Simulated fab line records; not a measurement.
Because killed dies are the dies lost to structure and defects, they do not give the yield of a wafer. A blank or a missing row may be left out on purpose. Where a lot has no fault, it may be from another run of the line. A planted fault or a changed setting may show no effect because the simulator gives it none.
Which of the tools did it?	flow sky130	Sampling: 12 lots, 36 wafers, 2 of 708 route steps

== WHAT EACH GAUGE READ, for each wafer ==
SKY_VIA4_OVL_MEAS_11. Usual: VIA4_OVL 0.4 nm, standard deviation 1.3.
lot	measured	on	VIA4_OVL (nm)	flag
L950	day 43 02:23	overlay-02	2.1 1.9 2.1	
L952	day 44 01:17	overlay-01	2.1 0.8 0.5	
L953	day 44 01:28	overlay-01	-3.0 -1.6 -0.4	
L954	day 44 09:16	overlay-02	0.6 1.3 0.4	
L956	day 45 00:49	overlay-01	1.4 1.6 1.4	
L957	day 45 15:37	overlay-02	0.3 0.4 -1.2	
L959	day 46 11:40	overlay-02	-1.3 -0.8 -0.9	
L958	day 46 12:10	overlay-02	0.2 1.9 1.5	
L960	day 46 15:56	overlay-01	-3.2 -2.0 -3.2	
L966	day 47 17:01	overlay-01	-0.8 -1.0 0.3	
L968	day 47 19:59	overlay-02	0.5 1.3 0.2	
L971	day 48 13:25	overlay-01	-1.3 0.1 -0.3	

== WHICH TOOL RAN EACH LOT (tool, then ch and the chambers of the sampled wafers, then the start) ==
lot	SKY_VIA4_CMP_02
L950	cmp-02 ch 0,3, day 42 02:35
L952	cmp-02 ch 1,3, day 43 00:41
L953	cmp-02 ch 0,2,3, day 43 01:59
L954	cmp-02 ch 0,2,3, day 43 09:46
L956	cmp-02 ch 0,2,3, day 44 03:19
L957	cmp-01 ch 0,1,2, day 44 17:53
L959	cmp-01 ch 0,1,2, day 45 14:34
L958	cmp-02 ch 0,1, day 45 15:31
L960	cmp-01 ch 1,2, day 45 18:24
L966	cmp-01 ch 0,2,3, day 46 20:58
L968	cmp-02 ch 0,1,2, day 47 00:09
L971	cmp-02 ch 0,1, day 47 18:36
- SKY_VIA4_CMP_02: polishes SiO2.

== WHAT THE TOOLS THEMSELVES READ (means of the sampled wafers that have a number; where no wafer has one, the mark that the record gives instead) ==
SKY_VIA4_CMP_02. Usual: motor current A 12.1 A, standard deviation 1.2; slurry filter dp kPa 13.50 kPa, standard deviation 0.14.
lot	tool	motor current A (A)	slurry filter dp kPa (kPa)	flag
L950	cmp-02	13.1	13.55	
L952	cmp-02	11.2	13.48	
L953	cmp-02	12.8	13.52	
L954	cmp-02	12.7	13.37	
L956	cmp-02	12.3	13.30	
L957	cmp-01	12.1	13.62	
L959	cmp-01	12.1	13.59	
L958	cmp-02	11.5	13.43	
L960	cmp-01	12.6	13.66	
L966	cmp-01	11.4	13.58	
L968	cmp-02	11.7	13.53	
L971	cmp-02	11.1	13.55	

== THE ANSWER, worked out from the rows above alone ==
Rule: a lot counts as off when the mean over its wafers that have a number is more than 3 standard deviations away from the usual mean. A lot without any number at a reading at which 4 lots or more have one is off too. Any other lot the step has rows for is counted as sound. First the gauges in route order, then the tools' own readings, where a lot's mean is used as printed above. At the first step where some lot is off, the reading lying furthest off is the one used; lots without a number count as furthest.
Across all readings shown, no lot is off: no conclusion can be drawn from this.

== WHAT WAS PUT IN BY THE SIMULATOR ==
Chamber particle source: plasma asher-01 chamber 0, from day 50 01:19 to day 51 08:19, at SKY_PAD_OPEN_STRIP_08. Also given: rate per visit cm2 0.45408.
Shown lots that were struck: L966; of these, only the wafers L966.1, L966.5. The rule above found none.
